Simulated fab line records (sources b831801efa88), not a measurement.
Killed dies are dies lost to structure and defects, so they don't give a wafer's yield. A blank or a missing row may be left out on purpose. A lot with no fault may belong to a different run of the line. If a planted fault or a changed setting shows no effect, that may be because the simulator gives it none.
fab line records	flow sfq-line
record: lots: 15	wafers: 45	last-day: 91
route steps=325 shown I0@53 M2@89 M4@158 I4@165
lots untouched by any fault: they come from a run of this same line in which no faults occurred
start-h: the number of hours between the record's first day and the start of the first shown wafer of the lot	wait-h: how many hours have passed since the lot's step before this one	" the same as in the row above	L1.1+2: several wafers, shown together as one row	- no value present, or no start provided	* or withheld: withheld	< > ~ a bound
route shown NAME@n: names a module that has steps shown in the file, with the first one's number in the route	usual: mean/standard deviation of fault-free wafers	same: alike in all rows	chamber/n: place in a boat	sites: the reading at each site	_std_site: the values' standard deviation	_edge_site: the outer-site mean with the inner-site mean subtracted	radius-mm: how far each site lies from the wafer's centre	mask NAME#n: copy n	behind: the last tool/chamber to shape the wafer	hold: why the lot was held/for how many hours/how that ended	device: the transistor (n, p or np) that didn't switch	end of line: tests of these same wafers at the route's end	a step with no rows: only its recipe	killed: the dies lost at the first sort to structure and to defects; this is not the yield of the wafer	map: a wafer's dies, x killed, . not, _ none there
set.NAME: the run value of the setting; set.NAME@STEP: its run value at that earlier step	model.NAME: the simulator's own value behind a step, which no gauge read
steps of the route over a sample of lots; a table a step, a row a wafer
services: when a tool's chamber went out of use (start-h, in hours from the record's first day, below 0 if earlier), for how many hours, and the reason
== steps ==
step: SFQ_I0_OVL_MEAS_908
usual: I0_OVL: -1/4.7
lot.wafer	tool	chamber	start-h	wait-h	I0_OVL[nm]
L358.4	overlay-01	-	364.40	0.1	5
L358.5	"	-	"	"	7
L358.6	"	-	"	"	3
L359.1	overlay-01	-	376.38	0.1	-1
L359.4	"	-	"	"	7
L359.6	"	-	"	"	9
L361.1	overlay-01	-	391.98	0.1	5
L361.2	"	-	"	"	-3
L361.4	"	-	"	"	-2
L365.1	overlay-02	-	447.31	0.1	-4
L365.4	"	-	"	"	-4
L365.5	"	-	"	"	2
L367.4	overlay-02	-	454.82	0.1	-3
L367.5	"	-	"	"	3
L367.6	"	-	"	"	-8
L368.3	overlay-02	-	463.21	0.1	-6
L368.4	"	-	"	"	2
L368.5	"	-	"	"	-9
L369.3	overlay-02	-	465.61	0.1	4
L369.5	"	-	"	"	-1
L369.6	"	-	"	"	-3
L370.3	overlay-01	-	475.21	0.1	-2
L370.4	"	-	"	"	-5
L370.6	"	-	"	"	-7
L373.1	overlay-01	-	521.78	0.1	-6
L373.4	"	-	"	"	0
L373.5	"	-	"	"	0
L375.2	overlay-01	-	540.99	0.1	8
L375.4	"	-	"	"	6
L375.6	"	-	"	"	5
L376.4	overlay-02	-	554.20	0.1	-2
L376.5	"	-	"	"	-5
L376.6	"	-	"	"	-1
L377.1	overlay-01	-	566.18	0.1	3
L377.5	"	-	"	"	-2
L377.6	"	-	"	"	1
L378.1	overlay-02	-	574.58	0.1	1
L378.4	"	-	"	"	-3
L378.6	"	-	"	"	1
L379.1	overlay-02	-	593.41	0.1	-2
L379.5	"	-	"	"	7
L379.6	"	-	"	"	9
L381.2	overlay-01	-	622.78	0.1	1
L381.4	"	-	"	"	4
L381.5	"	-	"	"	-6
step: SFQ_TRILAYER_M2_DEP_SPUTTER_055
recipe: material: Nb	base-pressure-pa: 1.33e-06	chamber-pressure-pa: 0.1333	substrate-temp-c: 20	resputter-cathode-voltage-v: 400	target-thk-nm: 200	power-w: 2000	time-s: 133.3
usual: substrate-temp-c: 20.01/0.11	throttle-valve-pct: 30.4/1
lot.wafer	tool	chamber	start-h	wait-h	substrate-temp-c	throttle-valve-pct
L358.4	pvd-sputter-05	-	674.14	0.0	20.09	30.3
L358.5	"	-	"	"	20.08	30.0
L358.6	"	-	"	"	20.07	29.0
L359.1	pvd-sputter-04	-	687.34	0.0	19.93	29.5
L359.4	"	-	"	"	19.91	31.8
L359.6	"	-	"	"	20.02	30.8
L361.1	pvd-sputter-03	-	701.55	0.0	20.07	29.8
L361.2	"	-	"	"	20.02	31.9
L361.4	"	-	"	"	19.98	31.3
L365.1	pvd-sputter-04	-	748.53	0.0	19.82	31.8
L365.4	"	-	"	"	19.83	31.5
L365.5	"	-	"	"	20.04	29.4
L367.4	pvd-sputter-04	-	755.62	0.0	20.07	31.7
L367.5	"	-	"	"	19.96	30.7
L367.6	"	-	"	"	19.77	29.3
L368.3	pvd-sputter-04	-	760.40	0.0	19.96	32.0
L368.4	"	-	"	"	20.19	30.7
L368.5	"	-	"	"	19.92	30.6
L369.3	pvd-sputter-05	-	762.80	0.0	20.06	29.8
L369.5	"	-	"	"	20.09	29.1
L369.6	"	-	"	"	19.96	29.9
L370.3	pvd-sputter-05	-	770.00	0.0	20.07	29.1
L370.4	"	-	"	"	20.03	30.1
L370.6	"	-	"	"	19.82	29.7
L373.1	pvd-sputter-05	-	799.10	0.0	19.99	29.5
L373.4	"	-	"	"	19.97	28.9
L373.5	"	-	"	"	20.03	29.3
L375.2	pvd-sputter-03	-	825.33	0.0	20.09	29.2
L375.4	"	-	"	"	19.93	31.6
L375.6	"	-	"	"	20.00	31.7
L376.4	pvd-sputter-04	-	846.82	0.0	20.25	29.6
L376.5	"	-	"	"	20.16	29.5
L376.6	"	-	"	"	20.16	30.9
L377.1	pvd-sputter-03	-	872.63	0.0	20.19	32.0
L377.5	"	-	"	"	20.09	29.1
L377.6	"	-	"	"	19.93	29.8
L378.1	pvd-sputter-04	-	886.63	0.0	19.92	31.5
L378.4	"	-	"	"	19.94	29.2
L378.6	"	-	"	"	20.02	29.5
L379.1	pvd-sputter-05	-	909.04	0.0	20.17	30.1
L379.5	"	-	"	"	19.86	29.1
L379.6	"	-	"	"	20.07	29.5
L381.2	pvd-sputter-03	-	925.74	0.0	19.95	32.0
L381.4	"	-	"	"	19.95	30.1
L381.5	"	-	"	"	20.05	28.9
step: SFQ_M2_RS_MEAS_914
recipe: thk-meas-gauge: four-point-probe	reads: Nb_of_TRILAYER_M2_DEP_SPUTTER_055
usual: M2_NB_RS: 0.892/0.0076
lot.wafer	tool	chamber	start-h	wait-h	M2_NB_RS[ohm/sq]
L358.4	film-metro-03	-	674.29	0.1	0.894
L358.5	"	-	"	"	0.896
L358.6	"	-	"	"	0.902
L359.1	film-metro-01	-	687.43	0.0	0.901
L359.4	"	-	"	"	0.897
L359.6	"	-	"	"	0.889
L361.1	film-metro-03	-	701.64	0.0	0.891
L361.2	"	-	"	"	0.897
L361.4	"	-	"	"	0.892
L365.1	film-metro-04	-	748.62	0.0	0.878
L365.4	"	-	"	"	0.879
L365.5	"	-	"	"	1.218
L367.4	film-metro-01	-	755.77	0.1	0.900
L367.5	"	-	"	"	1.238
L367.6	"	-	"	"	1.245
L368.3	film-metro-04	-	760.53	0.1	0.902
L368.4	"	-	"	"	0.891
L368.5	"	-	"	"	1.261
L369.3	film-metro-04	-	762.93	0.1	0.889
L369.5	"	-	"	"	0.887
L369.6	"	-	"	"	0.886
L370.3	film-metro-04	-	770.13	0.1	0.899
L370.4	"	-	"	"	0.889
L370.6	"	-	"	"	0.891
L373.1	film-metro-04	-	799.19	0.0	0.902
L373.4	"	-	"	"	0.902
L373.5	"	-	"	"	0.891
L375.2	film-metro-01	-	825.44	0.1	0.885
L375.4	"	-	"	"	0.878
L375.6	"	-	"	"	0.885
L376.4	film-metro-04	-	846.97	0.1	0.884
L376.5	"	-	"	"	0.886
L376.6	"	-	"	"	0.890
L377.1	film-metro-03	-	872.73	0.1	0.898
L377.5	"	-	"	"	0.893
L377.6	"	-	"	"	0.887
L378.1	film-metro-03	-	886.72	0.0	0.895
L378.4	"	-	"	"	0.898
L378.6	"	-	"	"	0.898
L379.1	film-metro-03	-	909.13	0.0	0.888
L379.5	"	-	"	"	0.893
L379.6	"	-	"	"	0.898
L381.2	film-metro-04	-	925.85	0.1	0.886
L381.4	"	-	"	"	0.883
L381.5	"	-	"	"	0.892
step: SFQ_TRILAYER_M2_ETCH_METAL_ETCH_060
recipe: target: Nb	stop-on: SiO2	mask-material: PR	chemistry: Cl2/Ar	target-depth-nm: 240	icp-w: 600	bias-w: 80	pressure-mtorr: 10	time-s: 120
usual: bias-w: 79.95/0.24	drypump-motor-current-A: 6.0/0.47	oes-product-au: 0.893/0.0066
lot.wafer	tool	chamber	start-h	wait-h	bias-w	drypump-motor-current-A	oes-product-au	rf-hours-counter-h
L358.4	rie-metal-03	1	788.47	0.1	79.72	6.1	0.896	-
L358.5	"	0	"	"	79.85	6.4	0.888	-
L358.6	"	1	"	"	79.82	6.1	0.889	-
L359.1	rie-metal-01	0	799.23	0.0	80.13	5.4	0.891	38
L359.4	"	0	"	"	80.24	5.3	0.896	-
L359.6	"	1	"	"	79.90	5.6	0.896	-
L361.1	rie-metal-04	0	813.63	0.0	79.44	6.5	0.892	44
L361.2	"	1	"	"	79.82	6.6	0.888	49
L361.4	"	1	"	"	79.87	6.6	0.896	-
L365.1	rie-metal-03	0	875.92	0.0	79.99	6.3	0.909	107
L365.4	"	0	"	"	80.11	6.4	0.904	-
L365.5	"	1	"	"	79.68	6.1	0.759	-
L367.4	rie-metal-03	1	884.17	0.1	80.27	6.0	0.885	-
L367.5	"	0	"	"	79.50	6.3	0.754	-
L367.6	"	1	"	"	80.04	6.1	0.749	-
L368.3	rie-metal-04	1	892.60	0.1	79.68	6.7	0.891	-
L368.4	"	0	"	"	80.20	6.5	0.892	-
L368.5	"	1	"	"	79.80	6.6	0.752	-
L369.3	rie-metal-01	0	897.37	0.1	79.97	5.4	0.908	-
L369.5	"	0	"	"	79.92	5.4	0.891	-
L369.6	"	1	"	"	80.11	5.6	0.899	-
L370.3	rie-metal-04	0	909.37	0.1	79.54	6.5	0.890	-
L370.4	"	1	"	"	79.83	6.7	0.899	-
L370.6	"	1	"	"	79.72	6.6	0.890	-
L373.1	rie-metal-03	0	946.57	0.0	79.75	6.4	0.884	117
L373.4	"	0	"	"	80.46	6.4	0.891	-
L373.5	"	1	"	"	79.91	6.0	0.899	-
L375.2	rie-metal-03	1	975.18	0.0	80.32	6.0	0.901	105
L375.4	"	0	"	"	79.83	6.3	0.900	-
L375.6	"	0	"	"	79.98	6.4	0.896	-
L376.4	rie-metal-01	1	996.82	0.1	79.68	5.6	0.890	-
L376.5	"	0	"	"	79.86	5.4	0.894	-
L376.6	"	1	"	"	79.87	5.6	0.897	-
L377.1	rie-metal-01	0	1024.04	0.1	79.83	5.4	0.892	70
L377.5	"	0	"	"	79.90	5.4	0.898	-
L377.6	"	0	"	"	80.22	5.4	0.898	-
L378.1	rie-metal-01	1	1037.18	0.0	80.14	5.6	0.888	1
L378.4	"	1	"	"	80.27	5.6	0.895	-
L378.6	"	0	"	"	80.13	5.4	0.888	-
L379.1	rie-metal-01	1	1047.98	0.0	80.28	5.6	0.891	2
L379.5	"	1	"	"	80.29	5.6	0.884	-
L379.6	"	0	"	"	79.80	5.4	0.896	-
L381.2	rie-metal-03	0	1059.98	0.0	79.74	6.4	0.899	128
L381.4	"	1	"	"	79.88	6.0	0.908	-
L381.5	"	0	"	"	79.98	6.4	0.895	-
step: SFQ_M4_OVL_MEAS_926
usual: M4_OVL: 1/4.6
lot.wafer	tool	chamber	start-h	wait-h	M4_OVL[nm]
L358.4	overlay-01	-	1104.89	0.1	-4
L358.5	"	-	"	"	-1
L358.6	"	-	"	"	1
L359.1	overlay-01	-	1114.86	0.1	1
L359.4	"	-	"	"	11
L359.6	"	-	"	"	8
L361.1	overlay-01	-	1130.01	0.1	-1
L361.2	"	-	"	"	-6
L361.4	"	-	"	"	-3
L365.1	overlay-02	-	1338.14	0.1	-3
L365.4	"	-	"	"	1
L365.5	"	-	"	"	0
L367.4	overlay-02	-	1345.36	0.1	7
L367.5	"	-	"	"	5
L367.6	"	-	"	"	5
L368.3	overlay-01	-	1350.91	0.1	5
L368.4	"	-	"	"	4
L368.5	"	-	"	"	6
L369.3	overlay-01	-	1354.51	0.1	-4
L369.5	"	-	"	"	-2
L369.6	"	-	"	"	-4
L370.3	overlay-01	-	1367.36	0.1	0
L370.4	"	-	"	"	4
L370.6	"	-	"	"	2
L373.1	overlay-02	-	1391.35	0.1	10
L373.4	"	-	"	"	5
L373.5	"	-	"	"	6
L375.2	overlay-02	-	1417.75	0.1	5
L375.4	"	-	"	"	-1
L375.6	"	-	"	"	6
L376.4	overlay-01	-	1432.29	0.1	-1
L376.5	"	-	"	"	-3
L376.6	"	-	"	"	-10
L377.1	overlay-02	-	1458.67	0.1	3
L377.5	"	-	"	"	6
L377.6	"	-	"	"	9
L378.1	overlay-01	-	1477.91	0.1	3
L378.4	"	-	"	"	10
L378.6	"	-	"	"	4
L379.1	overlay-02	-	1488.69	0.1	4
L379.5	"	-	"	"	-2
L379.6	"	-	"	"	-4
L381.2	overlay-02	-	1494.30	0.1	0
L381.4	"	-	"	"	-1
L381.5	"	-	"	"	9
step: SFQ_I4_BOW_MEAS_927
recipe: mode: bow
usual: I4_BOW: 4/8.9
lot.wafer	tool	chamber	start-h	wait-h	I4_BOW[um]
L358.4	film-metro-04	-	1109.14	1.6	-17
L358.5	"	-	"	"	-2
L358.6	"	-	"	"	-6
L359.1	film-metro-02	-	1118.93	2.0	-7
L359.4	"	-	"	"	7
L359.6	"	-	"	"	-12
L361.1	film-metro-01	-	1135.23	1.1	-5
L361.2	"	-	"	"	2
L361.4	"	-	"	"	-1
L365.1	film-metro-01	-	1350.82	1.0	-2
L365.4	"	-	"	"	-9
L365.5	"	-	"	"	-6
L367.4	film-metro-02	-	1359.88	2.1	2
L367.5	"	-	"	"	2
L367.6	"	-	"	"	-4
L368.3	film-metro-02	-	1365.72	1.0	11
L368.4	"	-	"	"	6
L368.5	"	-	"	"	14
L369.3	film-metro-04	-	1368.72	1.0	5
L369.5	"	-	"	"	12
L369.6	"	-	"	"	7
L370.3	film-metro-04	-	1377.72	1.0	-6
L370.4	"	-	"	"	15
L370.6	"	-	"	"	7
L373.1	film-metro-04	-	1395.42	1.0	11
L373.4	"	-	"	"	19
L373.5	"	-	"	"	2
L375.2	film-metro-02	-	1421.84	1.0	5
L375.4	"	-	"	"	5
L375.6	"	-	"	"	21
L376.4	film-metro-02	-	1439.25	1.6	15
L376.5	"	-	"	"	6
L376.6	"	-	"	"	13
L377.1	film-metro-04	-	1464.54	2.5	5
L377.5	"	-	"	"	13
L377.6	"	-	"	"	-3
L378.1	film-metro-01	-	1483.57	2.0	7
L378.4	"	-	"	"	17
L378.6	"	-	"	"	5
L379.1	film-metro-01	-	1492.78	1.5	9
L379.5	"	-	"	"	8
L379.6	"	-	"	"	4
L381.2	film-metro-04	-	1498.43	1.5	-5
L381.4	"	-	"	"	-6
L381.5	"	-	"	"	6
== services ==
tool	chamber	start-h	hours	kind
pvd-sputter-05	-	657.27	1.7	repair
pvd-sputter-04	0	686.13	-	consumable-replace:kit
pvd-sputter-04	0	686.13	18.0	scheduled-down
pvd-sputter-04	0	686.13	18.0	vent-cycle
pvd-sputter-03	-	696.18	2.8	repair
rie-metal-04	-	704.99	0.8	repair
rie-metal-01	0	738.82	4.2	repair
rie-metal-04	-	816.54	2.8	pm
rie-metal-01	1	823.59	1.6	repair
rie-metal-03	-	828.78	1.4	pm
rie-metal-04	1	845.56	5.6	repair
pvd-sputter-03	-	852.75	3.6	repair
rie-metal-01	1	856.89	16.7	repair
pvd-sputter-03	-	972.71	2.1	repair
rie-metal-04	-	975.71	0.4	repair
rie-metal-01	1	1014.72	-	clean
rie-metal-01	1	1014.72	15.2	scheduled-down
rie-metal-01	1	1014.72	15.2	vent-cycle
pvd-sputter-05	0	1020.90	-	consumable-replace:kit
pvd-sputter-05	0	1020.90	18.0	scheduled-down
pvd-sputter-05	0	1020.90	18.0	vent-cycle
pvd-sputter-05	-	1021.08	23.2	repair
pvd-sputter-05	-	1025.03	2.6	repair
pvd-sputter-05	-	1057.66	6.8	repair
== key ==
first-sign: step: SFQ_M2_RS_MEAS_914	reading: M2_NB_RS	direction: up	sigmas: 46	usual: 0.892	struck: 1.240
effect: step: SFQ_TRILAYER_M2_ETCH_METAL_ETCH_060	reading: oes-product-au	direction: down	sigmas: 21	usual: 0.893	struck: 0.753
met-at SFQ_TRILAYER_M2_DEP_SPUTTER_055
struck-lots L365,L367,L368
struck-wafers L365.5,L367.5,L367.6,L368.5
not-acting-at SFQ_I0_OVL_MEAS_908,SFQ_M4_OVL_MEAS_926,SFQ_I4_BOW_MEAS_927
onset-between 687.34 748.53
fault: kind: process-parameter-drift	tool: pvd-sputter-04	chamber: -	onset-h: 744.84	steps: SFQ_TRILAYER_M2_DEP_SPUTTER_055	channel: target-thk-nm	offset: -56.583	shape: step	end-h: 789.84	scope: struck-wafers-only	acts-in: these-recipes-only	stated: 200
